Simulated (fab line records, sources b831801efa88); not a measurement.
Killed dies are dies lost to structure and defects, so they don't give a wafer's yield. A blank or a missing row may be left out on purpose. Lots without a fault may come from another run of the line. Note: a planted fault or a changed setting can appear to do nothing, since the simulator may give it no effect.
Matching of chambers / flow sky130 / cmp-01 running SKY_CONTACT_CMP_27: 4 sister chambers
The step polishes, stops on SiO2, t overpolish 15.41 s, target thk 0 nm. 14 wafers are shown with their chamber, then 7 later ones without.

== EACH WAFER AND ITS CHAMBER ==
wafer=L211.2; chamber=1; motorCurrentA (A)=11.2; timeToEndpointS (s)=90; retainingRingPressureFrac=0.999
wafer=L211.3; chamber=3; motorCurrentA (A)=13.3; timeToEndpointS (s)=88; retainingRingPressureFrac=1.008
wafer=L211.5; chamber=2; motorCurrentA (A)=10.9; timeToEndpointS (s)=80; retainingRingPressureFrac=0.990
wafer=L214.1; chamber=2; motorCurrentA (A)=11.0; timeToEndpointS (s)=82; retainingRingPressureFrac=1.003
wafer=L214.5; chamber=1; motorCurrentA (A)=12.1; timeToEndpointS (s)=89; retainingRingPressureFrac=1.007
wafer=L214.6; chamber=2; motorCurrentA (A)=10.7; timeToEndpointS (s)=82; retainingRingPressureFrac=0.991
wafer=L218.1; chamber=1; motorCurrentA (A)=11.0; timeToEndpointS (s)=85; retainingRingPressureFrac=1.004
wafer=L218.5; chamber=3; motorCurrentA (A)=13.6; timeToEndpointS (s)=86; retainingRingPressureFrac=0.995
wafer=L218.6; chamber=2; motorCurrentA (A)=11.1; timeToEndpointS (s)=82; retainingRingPressureFrac=0.997
wafer=L222.1; chamber=0; motorCurrentA (A)=11.8; timeToEndpointS (s)=84; retainingRingPressureFrac=1.001
wafer=L222.2; chamber=3; motorCurrentA (A)=12.8; timeToEndpointS (s)=85; retainingRingPressureFrac=1.008
wafer=L222.6; chamber=1; motorCurrentA (A)=11.2; timeToEndpointS (s)=92; retainingRingPressureFrac=1.000
wafer=L226.1; chamber=0; motorCurrentA (A)=11.3; timeToEndpointS (s)=79; retainingRingPressureFrac=1.004
wafer=L226.2; chamber=1; motorCurrentA (A)=12.1; timeToEndpointS (s)=82; retainingRingPressureFrac=0.992

SIGNATURES (averages over the wafers above)
reading=motorCurrentA; chamber 0=11.550; chamber 1=11.520; chamber 2=10.925; chamber 3=13.233; scatter within a chamber=0.411
reading=timeToEndpointS; chamber 0=81.50; chamber 1=87.60; chamber 2=81.50; chamber 3=86.33; scatter within a chamber=2.92
reading=retainingRingPressureFrac; chamber 0=1.00250; chamber 1=1.00040; chamber 2=0.99525; chamber 3=1.00367; scatter within a chamber=0.00596
Rule: a wafer lies at a distance from a chamber equal to the root of the sum of squares, over the readings, of (its reading less the chamber's mean, divided by the reading's scatter). The wafer belongs to the nearest chamber; if the next one is less than 2 further off, it can't be placed. The scatter: the root of (the sum of the squares of (reading less its chamber's mean) over the shown wafers, divided by (wafers less chambers)).

== WAFERS MISSING THEIR CHAMBER ==
wafer=L226.4; motorCurrentA (A)=13.2; timeToEndpointS (s)=82; retainingRingPressureFrac=1.000
wafer=L230.4; motorCurrentA (A)=11.0; timeToEndpointS (s)=82; retainingRingPressureFrac=0.996
wafer=L230.5; motorCurrentA (A)=13.1; timeToEndpointS (s)=84; retainingRingPressureFrac=1.010
wafer=L230.6; motorCurrentA (A)=11.7; timeToEndpointS (s)=83; retainingRingPressureFrac=1.001
wafer=L233.3; motorCurrentA (A)=11.3; timeToEndpointS (s)=76; retainingRingPressureFrac=1.004
wafer=L233.5; motorCurrentA (A)=11.7; timeToEndpointS (s)=83; retainingRingPressureFrac=0.995
wafer=L233.6; motorCurrentA (A)=10.7; timeToEndpointS (s)=78; retainingRingPressureFrac=1.003

== CHAMBER TAKEN BY EACH ==
wafer=L226.4; from the rows above=3; in truth=3
wafer=L230.4; from the rows above=can't be placed: 2 or 0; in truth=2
wafer=L230.5; from the rows above=3; in truth=3
wafer=L230.6; from the rows above=can't be placed: 0 or 1 or 2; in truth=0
wafer=L233.3; from the rows above=can't be placed: 0 or 2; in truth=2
wafer=L233.5; from the rows above=can't be placed: 0 or 1 or 2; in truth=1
wafer=L233.6; from the rows above=can't be placed: 2 or 0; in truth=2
Correctly placed: 2 of 7. Not placeable from these rows: 5 (in 5, the candidates include the true chamber). 0 placed wrongly.
